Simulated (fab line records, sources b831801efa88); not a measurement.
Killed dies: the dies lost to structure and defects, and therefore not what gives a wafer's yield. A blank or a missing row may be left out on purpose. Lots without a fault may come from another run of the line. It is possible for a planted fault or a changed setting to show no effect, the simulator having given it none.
A single fault, viewed from 2 desks :: flow sky130 :: what lay behind the numbers comes last; until then each desk has only its own

## AT THE METROLOGY DESK
What the gauges read for every lot (on any tool): the sampled wafers with a number, averaged. If a lot's mean is further than 4 standard deviations from the usual mean, the lot is out of limits and carries the mark OUT (the distance appears in the brackets).
Columns: A = LDD_LDN_OVL at SKY_LDD_LDN_OVL_MEAS_07, usual 0.0 nm; B = cd_nm at SKY_POLY_CUT_CD_MEAS_08, usual 270.0 nm
lot: L658
first seen here: day 22 19:26
A: 0.0
B: 268.4

lot: L659
first seen here: day 23 06:40
A: -0.2
B: 270.5

lot: L660
first seen here: day 23 11:32
A: -0.2
B: 270.2

lot: L661
first seen here: day 23 14:28
A: 0.0
B: 269.0

lot: L664
first seen here: day 25 21:35
A: -3.0
B: 270.7

lot: L666
first seen here: day 26 10:01
A: 1.8
B: 269.9

lot: L667
first seen here: day 26 13:19
A: 0.3
B: 271.1

lot: L665
first seen here: day 26 16:52
A: -1.8
B: 268.3

lot: L669
first seen here: day 27 04:28
A: -0.1
B: 272.6

lot: L673
first seen here: day 28 09:07
A: 59.0 (+45) OUT
B: -

lot: L674
first seen here: day 28 22:07
A: 60.1 (+46) OUT
B: -

lot: L675
first seen here: day 29 02:44
A: 63.7 (+49) OUT
B: -

lot: L681
first seen here: day 30 18:30
A: 1.6
B: 271.0
This desk's finding: out of limits on L673, L674, L675; first on L673, day 28 09:07 (LDD_LDN_OVL at SKY_LDD_LDN_OVL_MEAS_07). Within limits: L658, L659, L660, L661, L664, L666, L667, L665, L669, L681.

## AT THE TOOL OWNER'S DESK: iline_stepper-02
The tool's own readings at SKY_LDD_LDN_EXPOSE_04 (exposes mask LDNTM, target cd 700 nm): means of the sampled wafers that have a number, for each lot that ran on this tool. If a lot's mean is further than 4 standard deviations from the usual mean, the lot is out of limits and carries the mark OUT (the distance appears in the brackets).
Columns: A = exposure_dose_mJ_cm2 at SKY_LDD_LDN_EXPOSE_04, usual 140.01
lot: L659
first seen here: day 22 15:01
A: 140.06

lot: L660
first seen here: day 22 20:28
A: 139.89

lot: L661
first seen here: day 22 23:41
A: 139.93

lot: L664
first seen here: day 25 06:55
A: 139.99

lot: L666
first seen here: day 25 19:37
A: 139.94

lot: L673
first seen here: day 27 18:56
A: 139.97

lot: L674
first seen here: day 28 08:25
A: 140.01

lot: L675
first seen here: day 28 13:25
A: 140.15
This desk found nothing out of limits on any of the 8 lots.

## TAKEN TOGETHER
An alarm was possible from the metrology desk at day 28 09:07, on L673, L674, L675.
The tool owner's desk saw nothing out of limits.
The tool owner's desk has L673, L674, L675 on record, within its limits.
Every lot named ran SKY_LDD_LDN_EXPOSE_04 on iline_stepper-02.

## WHAT THE SIMULATOR HAD PUT IN
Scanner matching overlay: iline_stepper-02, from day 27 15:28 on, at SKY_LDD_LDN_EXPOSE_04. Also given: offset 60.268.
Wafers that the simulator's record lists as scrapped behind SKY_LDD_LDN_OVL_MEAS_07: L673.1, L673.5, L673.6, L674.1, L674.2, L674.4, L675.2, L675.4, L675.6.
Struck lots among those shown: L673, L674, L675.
Time in hours between the start of the fault and the first out-of-limits reading at each desk: metrology desk, 18.
